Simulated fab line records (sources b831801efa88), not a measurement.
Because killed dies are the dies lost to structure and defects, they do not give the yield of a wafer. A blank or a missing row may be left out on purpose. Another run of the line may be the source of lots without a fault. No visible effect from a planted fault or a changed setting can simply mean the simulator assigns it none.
fab line records | flow sky130
record: lots: 15 | wafers: 43 | last-day: 51
route steps=708 shown VIA2@527 METAL3@532 VIA3@573
lots that met no fault: taken from a fault-free run of the same line
start-h: hours from the record's first day to the start of the lot's first wafer shown | wait-h: hours since the lot's step before | " same as the row above | L1.1+2: a single row standing in for several wafers | - no value, or no start was given | * or withheld: withheld | < > ~ a bound
route shown NAME@n: a module of which the file shows steps, and the number in the route of the first | usual: mean/standard deviation taken from wafers without a fault | same: alike in all rows | chamber/n: place in a boat | sites: each site's reading | _std_site: standard deviation across them | _edge_site: the outer-site mean with the inner-site mean subtracted | radius-mm: how far each site lies from the wafer's centre | mask NAME#n: copy n | behind: the tool/chamber that last shaped the wafer | hold: cause of the lot's hold/its duration in hours/its outcome | device: the n, p or np transistor that did not switch | end of line: tests of these same wafers at the route's end | a step with no rows: only its recipe | killed: the dies lost at the first sort to structure and to defects; this is not the yield of the wafer | map: the dies of a wafer, with x for killed, . for not killed, _ for no die there
set.NAME: the setting the step ran with; set.NAME@STEP: the setting that earlier step ran with | model.NAME: the simulator's own value behind a step, which no gauge read
route steps across a sampled set of lots; one table per step, one row per wafer
services: when a tool's chamber went out of use (start-h, in hours from the record's first day, below 0 if earlier), for how many hours, and the reason
== steps ==
step: SKY_VIA2_SPUTTER_20
recipe: material: TiN | target-thk-nm: 20 | chamber-pressure-pa: 5 | power-w: 4000 | time-s: 80
usual: throttle-valve-pct: 29.7/1.1
lot.wafer | tool           | chamber | start-h | wait-h | throttle-valve-pct
L718.2    | pvd-sputter-03 | -       | 859.28  | 0.0    | 30.0
L718.3    | "              | -       | "       | "      | 30.5
L718.4    | "              | -       | "       | "      | 30.7
L719.1    | pvd-sputter-01 | -       | 870.22  | 0.0    | 29.8
L719.3    | "              | -       | "       | "      | 29.7
L719.5    | "              | -       | "       | "      | 29.5
L720.1    | pvd-sputter-02 | -       | 878.78  | 0.0    | 27.2
L720.2    | "              | -       | "       | "      | 28.4
L720.3    | "              | -       | "       | "      | 29.8
L721.2    | pvd-sputter-02 | -       | 883.12  | 0.0    | 27.0
L721.5    | "              | -       | "       | "      | 28.4
L722.2    | pvd-sputter-03 | -       | 889.97  | 0.0    | 30.0
L722.5    | "              | -       | "       | "      | 29.9
L722.6    | "              | -       | "       | "      | 30.4
L723.2    | pvd-sputter-02 | -       | 905.57  | 0.0    | 27.2
L723.6    | "              | -       | "       | "      | 28.1
L731.2    | pvd-sputter-02 | -       | 962.60  | 0.0    | 29.7
L731.3    | "              | -       | "       | "      | 30.4
L731.5    | "              | -       | "       | "      | 30.3
L732.2    | pvd-sputter-03 | -       | 973.84  | 0.0    | 30.1
L732.3    | "              | -       | "       | "      | 30.7
L732.5    | "              | -       | "       | "      | 30.9
L733.1    | pvd-sputter-01 | -       | 974.33  | 0.0    | 29.9
L733.2    | "              | -       | "       | "      | 31.0
L733.6    | "              | -       | "       | "      | 29.6
L734.1    | pvd-sputter-03 | -       | 981.34  | 0.0    | 30.0
L734.4    | "              | -       | "       | "      | 30.5
L734.5    | "              | -       | "       | "      | 30.6
L735.3    | pvd-sputter-03 | -       | 987.48  | 0.0    | 30.4
L735.4    | "              | -       | "       | "      | 29.9
L735.6    | "              | -       | "       | "      | 30.3
L736.2    | pvd-sputter-01 | -       | 999.18  | 0.0    | 29.9
L736.4    | "              | -       | "       | "      | 29.8
L736.6    | "              | -       | "       | "      | 29.6
L738.1    | pvd-sputter-03 | -       | 1020.21 | 0.0    | 30.6
L738.4    | "              | -       | "       | "      | 29.6
L738.5    | "              | -       | "       | "      | 29.8
L739.1    | pvd-sputter-01 | -       | 1021.82 | 0.0    | 30.6
L739.3    | "              | -       | "       | "      | 29.6
L739.6    | "              | -       | "       | "      | 29.5
L740.4    | pvd-sputter-01 | -       | 1028.77 | 0.0    | 29.6
L740.5    | "              | -       | "       | "      | 30.3
L740.6    | "              | -       | "       | "      | 29.4
step: SKY_METAL3_SPUTTER_00
recipe: material: Ti | target-thk-nm: 15 | power-w: 3000 | time-s: 10 | chamber-pressure-pa: 0.4
usual: throttle-valve-pct: 30.0/0.67
lot.wafer | tool           | chamber | start-h | wait-h | throttle-valve-pct
L718.2    | pvd-sputter-04 | -       | 859.95  | 0.1    | 29.5
L718.3    | "              | -       | "       | "      | 29.5
L718.4    | "              | -       | "       | "      | 28.8
L719.1    | pvd-sputter-04 | -       | 870.89  | 0.2    | 30.6
L719.3    | "              | -       | "       | "      | 29.4
L719.5    | "              | -       | "       | "      | 29.0
L720.1    | pvd-sputter-04 | -       | 879.45  | 0.1    | 30.6
L720.2    | "              | -       | "       | "      | 29.1
L720.3    | "              | -       | "       | "      | 28.8
L721.2    | pvd-sputter-01 | -       | 883.79  | 0.1    | 29.6
L721.5    | "              | -       | "       | "      | 29.5
L722.2    | pvd-sputter-01 | -       | 890.64  | 0.2    | 30.2
L722.5    | "              | -       | "       | "      | 31.2
L722.6    | "              | -       | "       | "      | 30.1
L723.2    | pvd-sputter-04 | -       | 906.24  | 0.1    | 29.6
L723.6    | "              | -       | "       | "      | 28.9
L731.2    | pvd-sputter-01 | -       | 963.28  | 0.1    | 29.5
L731.3    | "              | -       | "       | "      | 31.0
L731.5    | "              | -       | "       | "      | 29.5
L732.2    | pvd-sputter-03 | -       | 974.51  | 0.1    | 30.0
L732.3    | "              | -       | "       | "      | 30.6
L732.5    | "              | -       | "       | "      | 30.9
L733.1    | pvd-sputter-01 | -       | 975.00  | 0.1    | 31.0
L733.2    | "              | -       | "       | "      | 29.6
L733.6    | "              | -       | "       | "      | 30.5
L734.1    | pvd-sputter-03 | -       | 982.10  | 0.2    | 30.4
L734.4    | "              | -       | "       | "      | 30.4
L734.5    | "              | -       | "       | "      | 30.7
L735.3    | pvd-sputter-01 | -       | 988.15  | 0.2    | 30.3
L735.4    | "              | -       | "       | "      | 31.1
L735.6    | "              | -       | "       | "      | 29.3
L736.2    | pvd-sputter-03 | -       | 999.86  | 0.2    | 29.9
L736.4    | "              | -       | "       | "      | 30.5
L736.6    | "              | -       | "       | "      | 30.5
L738.1    | pvd-sputter-04 | -       | 1020.88 | 0.2    | 30.5
L738.4    | "              | -       | "       | "      | 29.2
L738.5    | "              | -       | "       | "      | 28.8
L739.1    | pvd-sputter-03 | -       | 1022.49 | 0.2    | 30.7
L739.3    | "              | -       | "       | "      | 30.7
L739.6    | "              | -       | "       | "      | 29.8
L740.4    | pvd-sputter-04 | -       | 1029.44 | 0.2    | 29.5
L740.5    | "              | -       | "       | "      | 30.9
L740.6    | "              | -       | "       | "      | 28.9
step: SKY_VIA3_HDPCVD_00
recipe: material: SiO2 | target-thk-nm: 1635 | sigma-open-frac: 0.3 | time-s: 272.5 | temp-c: 400 | sih4-flow-sccm: 60 | pressure-mtorr: 6
usual: sih4-flow-sccm: 60.01/0.16 | susceptor-temp-C: 399.99/0.23
lot.wafer | tool      | chamber | start-h | wait-h | sih4-flow-sccm | susceptor-temp-C
L718.2    | hdpcvd-01 | 1       | 913.58  | 0.0    | 59.80          | 399.53
L718.3    | "         | 2       | "       | "      | 60.05          | 399.99
L718.4    | "         | 2       | "       | "      | 60.00          | 399.93
L719.1    | hdpcvd-02 | 2       | 925.67  | 0.0    | 59.86          | 399.58
L719.3    | "         | 0       | "       | "      | 60.12          | 399.89
L719.5    | "         | 0       | "       | "      | 59.92          | 400.08
L720.1    | hdpcvd-02 | 0       | 932.55  | 0.0    | 59.95          | 399.69
L720.2    | "         | 1       | "       | "      | 60.08          | 399.88
L720.3    | "         | 2       | "       | "      | 60.16          | 399.45
L721.2    | hdpcvd-02 | 1       | 937.85  | 0.0    | 60.25          | 400.11
L721.5    | "         | 1       | "       | "      | 60.03          | 399.98
L722.2    | hdpcvd-02 | 1       | 943.62  | 0.0    | 60.09          | 400.22
L722.5    | "         | 1       | "       | "      | 60.07          | 400.00
L722.6    | "         | 2       | "       | "      | 59.78          | 399.72
L723.2    | hdpcvd-02 | 1       | 958.29  | 0.0    | 59.93          | 399.87
L723.6    | "         | 0       | "       | "      | 59.84          | 400.17
L731.2    | hdpcvd-02 | 0       | 1014.54 | 0.0    | 60.00          | 400.06
L731.3    | "         | 2       | "       | "      | 60.20          | 400.17
L731.5    | "         | 0       | "       | "      | 60.06          | 399.65
L732.2    | hdpcvd-02 | 0       | 1023.73 | 0.0    | 60.04          | 399.61
L732.3    | "         | 2       | "       | "      | 60.41          | 399.95
L732.5    | "         | 1       | "       | "      | 60.04          | 400.11
L733.1    | hdpcvd-01 | 0       | 1024.43 | 0.0    | 59.83          | 399.66
L733.2    | "         | 2       | "       | "      | 60.14          | 400.02
L733.6    | "         | 0       | "       | "      | 59.92          | 400.09
L734.1    | hdpcvd-01 | 2       | 1031.49 | 0.0    | 59.96          | 400.16
L734.4    | "         | 1       | "       | "      | 59.89          | 399.96
L734.5    | "         | 0       | "       | "      | 60.19          | 400.05
L735.3    | hdpcvd-02 | 0       | 1036.87 | 0.0    | 59.68          | 399.84
L735.4    | "         | 0       | "       | "      | 59.81          | 399.97
L735.6    | "         | 2       | "       | "      | 59.94          | 400.06
L736.2    | hdpcvd-02 | 2       | 1048.52 | 0.0    | 60.02          | 400.03
L736.4    | "         | 0       | "       | "      | 60.16          | 399.78
L736.6    | "         | 1       | "       | "      | 59.91          | 399.84
L738.1    | hdpcvd-02 | 1       | 1069.77 | 0.0    | 59.93          | 400.01
L738.4    | "         | 2       | "       | "      | 59.88          | 400.45
L738.5    | "         | 0       | "       | "      | 59.97          | 400.43
L739.1    | hdpcvd-01 | 2       | 1069.89 | 0.0    | 60.02          | 399.91
L739.3    | "         | 0       | "       | "      | 59.96          | 399.44
L739.6    | "         | 2       | "       | "      | 60.09          | 400.03
L740.4    | hdpcvd-01 | 1       | 1074.91 | 0.1    | 59.86          | 399.80
L740.5    | "         | 2       | "       | "      | 60.39          | 400.11
L740.6    | "         | 0       | "       | "      | 60.01          | 399.72
step: SKY_VIA3_THK_MEAS_01
recipe: reads: SiO2_of_VIA3_HDPCVD_00
usual: VIA3_HDPCVD_THK: 1626/17
lot.wafer | tool          | chamber | start-h | wait-h | VIA3_HDPCVD_THK[nm]
L718.2    | film-metro-03 | -       | 913.76  | 0.1    | 1641
L718.3    | "             | -       | "       | "      | 1618
L718.4    | "             | -       | "       | "      | 1606
L719.1    | film-metro-02 | -       | 925.84  | 0.1    | 1639
L719.3    | "             | -       | "       | "      | 1599
L719.5    | "             | -       | "       | "      | 1603
L720.1    | film-metro-02 | -       | 932.72  | 0.1    | 1619
L720.2    | "             | -       | "       | "      | 1627
L720.3    | "             | -       | "       | "      | 1642
L721.2    | film-metro-02 | -       | 938.03  | 0.1    | 674
L721.5    | "             | -       | "       | "      | 1628
L722.2    | film-metro-04 | -       | 943.79  | 0.1    | 671
L722.5    | "             | -       | "       | "      | 1624
L722.6    | "             | -       | "       | "      | 713
L723.2    | film-metro-02 | -       | 958.47  | 0.1    | 667
L723.6    | "             | -       | "       | "      | 667
L731.2    | film-metro-03 | -       | 1014.71 | 0.1    | 1618
L731.3    | "             | -       | "       | "      | 1605
L731.5    | "             | -       | "       | "      | 1608
L732.2    | film-metro-02 | -       | 1023.91 | 0.1    | 1608
L732.3    | "             | -       | "       | "      | 1628
L732.5    | "             | -       | "       | "      | 1607
L733.1    | film-metro-04 | -       | 1024.60 | 0.1    | 1640
L733.2    | "             | -       | "       | "      | 1620
L733.6    | "             | -       | "       | "      | 1647
L734.1    | film-metro-03 | -       | 1031.66 | 0.1    | 1611
L734.4    | "             | -       | "       | "      | 1610
L734.5    | "             | -       | "       | "      | 1636
L735.3    | film-metro-02 | -       | 1037.06 | 0.1    | 1618
L735.4    | "             | -       | "       | "      | 1624
L735.6    | "             | -       | "       | "      | 1647
L736.2    | film-metro-04 | -       | 1048.70 | 0.1    | 1635
L736.4    | "             | -       | "       | "      | 1621
L736.6    | "             | -       | "       | "      | 1639
L738.1    | film-metro-04 | -       | 1069.94 | 0.1    | 1653
L738.4    | "             | -       | "       | "      | 1637
L738.5    | "             | -       | "       | "      | 1620
L739.1    | film-metro-03 | -       | 1070.06 | 0.1    | 1644
L739.3    | "             | -       | "       | "      | 1652
L739.6    | "             | -       | "       | "      | 1629
L740.4    | film-metro-02 | -       | 1075.02 | 0.0    | 1638
L740.5    | "             | -       | "       | "      | 1652
L740.6    | "             | -       | "       | "      | 1659
step: SKY_VIA3_CD_MEAS_12
recipe: target-cd-nm: 200
usual: cd-nm: 200.2/1.9
lot.wafer | tool      | chamber | start-h | wait-h | cd-nm
L718.2    | cd-sem-02 | -       | 939.98  | -      | 201.6
L718.3    | "         | -       | "       | "      | 200.8
L718.4    | "         | -       | "       | "      | 199.7
L719.1    | cd-sem-02 | -       | 951.27  | -      | 200.3
L719.3    | "         | -       | "       | "      | 197.8
L719.5    | "         | -       | "       | "      | 198.8
L720.1    | cd-sem-01 | -       | 958.42  | -      | 198.6
L720.2    | "         | -       | "       | "      | 200.0
L720.3    | "         | -       | "       | "      | 200.9
L721.2    | cd-sem-01 | -       | 963.63  | -      | 194.8
L721.5    | "         | -       | "       | "      | 193.2
L722.2    | cd-sem-02 | -       | 968.98  | -      | 200.1
L722.5    | "         | -       | "       | "      | 201.0
L722.6    | "         | -       | "       | "      | 200.7
L723.2    | cd-sem-02 | -       | 983.38  | -      | 201.1
L723.6    | "         | -       | "       | "      | 199.8
L731.2    | cd-sem-02 | -       | 1037.83 | -      | 200.5
L731.3    | "         | -       | "       | "      | 200.7
L731.5    | "         | -       | "       | "      | 200.8
L732.2    | cd-sem-01 | -       | 1046.19 | -      | 201.1
L732.3    | "         | -       | "       | "      | 201.1
L732.5    | "         | -       | "       | "      | 200.0
L733.1    | cd-sem-01 | -       | 1048.37 | -      | 198.2
L733.2    | "         | -       | "       | "      | 201.2
L733.6    | "         | -       | "       | "      | 199.7
L734.1    | cd-sem-02 | -       | 1054.97 | -      | 200.7
L734.4    | "         | -       | "       | "      | 200.7
L734.5    | "         | -       | "       | "      | 199.7
L735.3    | cd-sem-02 | -       | 1065.16 | -      | 202.4
L735.4    | "         | -       | "       | "      | 202.2
L735.6    | "         | -       | "       | "      | 202.5
L736.2    | cd-sem-02 | -       | 1070.35 | -      | 199.5
L736.4    | "         | -       | "       | "      | 199.7
L736.6    | "         | -       | "       | "      | 199.8
L738.1    | cd-sem-02 | -       | 1092.12 | -      | 202.6
L738.4    | "         | -       | "       | "      | 203.6
L738.5    | "         | -       | "       | "      | 203.6
L739.1    | cd-sem-02 | -       | 1092.36 | -      | 198.1
L739.3    | "         | -       | "       | "      | 199.4
L739.6    | "         | -       | "       | "      | 198.8
L740.4    | cd-sem-01 | -       | 1096.43 | -      | 199.1
L740.5    | "         | -       | "       | "      | 200.4
L740.6    | "         | -       | "       | "      | 201.0
== services ==
tool           | chamber | start-h | hours | kind
hdpcvd-02      | -       | 850.63  | 2.8   | pm
pvd-sputter-01 | -       | 853.43  | 13.4  | repair
pvd-sputter-02 | -       | 863.63  | 7.7   | repair
pvd-sputter-03 | -       | 867.32  | 3.9   | repair
pvd-sputter-01 | -       | 921.39  | 1.7   | repair
hdpcvd-01      | -       | 950.25  | 15.0  | pm
hdpcvd-01      | 0       | 950.25  | 24.0  | vent-cycle
hdpcvd-01      | 1       | 950.25  | 15.0  | vent-cycle
hdpcvd-01      | 2       | 950.25  | 15.0  | vent-cycle
hdpcvd-01      | 0       | 963.09  | 11.1  | repair
pvd-sputter-03 | -       | 965.07  | 5.4   | repair
hdpcvd-01      | 0       | 965.25  | -     | clean
hdpcvd-01      | 1       | 965.25  | -     | clean
hdpcvd-01      | 2       | 965.25  | -     | clean
pvd-sputter-01 | -       | 967.40  | 4.0   | repair
hdpcvd-01      | 1       | 998.53  | 4.5   | repair
pvd-sputter-01 | -       | 1019.09 | 2.4   | repair
== key ==
first-sign: step: SKY_VIA3_THK_MEAS_01 | reading: VIA3_HDPCVD_THK | direction: down | sigmas: 55 | usual: 1626 | struck: 678
effect none on later readings
met-at SKY_VIA3_HDPCVD_00
struck-lots L721,L722,L723
struck-wafers L721.2,L722.2,L722.6,L723.2,L723.6
sort-left-out L721.2,L722.2,L722.6,L723.2,L723.6
not-acting-at SKY_VIA2_SPUTTER_20,SKY_METAL3_SPUTTER_00,SKY_VIA3_CD_MEAS_12
onset-between 932.55 937.85
fault: kind: process-parameter-drift | tool: hdpcvd-02 | chamber: - | onset-h: 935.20 | steps: SKY_VIA3_HDPCVD_00 | channel: target-thk-nm | offset: -943.16 | shape: step | end-h: 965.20 | scope: struck-wafers-only | acts-in: these-recipes-only | stated: 1635
sort-left-out: the simulated sort isn't trusted on such a fault, so these wafers' sort isn't shown, and their yield isn't known
